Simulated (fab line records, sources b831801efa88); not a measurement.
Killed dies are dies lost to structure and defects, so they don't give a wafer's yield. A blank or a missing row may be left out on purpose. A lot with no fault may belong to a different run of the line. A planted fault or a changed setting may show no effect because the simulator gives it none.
Matching of chambers | flow gf180mcu | cmp-02 running GF_V4_CMP_04: 4 sister chambers
The step polishes SiO2. 16 wafers are shown with their chamber, then 8 later ones without.

WAFERS, EACH WITH ITS CHAMBER
wafer  | chamber | motor-current-A (A) | time-to-endpoint-s (s)
L242.2 | 2       | 9.4                 | 95
L242.4 | 3       | 14.3                | 109
L242.5 | 2       | 10.0                | 91
L244.1 | 0       | 12.6                | 81
L244.5 | 0       | 13.2                | 84
L244.6 | 3       | 14.5                | 91
L248.1 | 1       | 11.9                | 78
L248.5 | 1       | 11.9                | 85
L248.6 | 0       | 12.6                | 82
L256.1 | 2       | 9.8                 | 83
L256.4 | 0       | 12.6                | 86
L256.6 | 1       | 12.2                | 88
L258.3 | 3       | 13.7                | 85
L258.4 | 2       | 9.4                 | 80
L258.5 | 1       | 12.3                | 72
L259.2 | 1       | 12.3                | 76

SIGNATURES, as means of the wafers listed above
reading            | chamber 0 | chamber 1 | chamber 2 | chamber 3 | scatter within a chamber
motor-current-A    | 12.750    | 12.120    | 9.650     | 14.167    | 0.296
time-to-endpoint-s | 83.25     | 79.80     | 87.25     | 95.00     | 7.33
Rule: a wafer lies at a distance from a chamber equal to the root of the sum of squares, over the readings, of (its reading less the chamber's mean, divided by the reading's scatter). If the next closest chamber is less than 2 further off than the closest, the wafer can't be placed; otherwise it belongs to the closest. The scatter: take each reading less its chamber's mean, square it, sum over the shown wafers, divide by the number of wafers less the number of chambers, and take the root.

WAFERS WHOSE CHAMBER IS MISSING
wafer  | motor-current-A (A) | time-to-endpoint-s (s)
L259.4 | 13.9                | 92
L259.5 | 14.6                | 94
L261.2 | 12.9                | 80
L261.4 | 9.8                 | 86
L261.6 | 13.1                | 89
L262.1 | 13.7                | 92
L262.4 | 9.3                 | 89
L262.6 | 13.4                | 92

CHAMBER TAKEN BY EACH
wafer  | from the rows above     | in truth
L259.4 | 3                       | 3
L259.5 | 3                       | 3
L261.2 | can't be placed: 0 or 1 | 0
L261.4 | 2                       | 2
L261.6 | 0                       | 0
L262.1 | can't be placed: 3 or 0 | 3
L262.4 | 2                       | 2
L262.6 | can't be placed: 0 or 3 | 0
Placed correctly: 5 of 8. From these rows, 3 cannot be placed; in 3 the true chamber is one of the candidates. 0 placed wrongly.
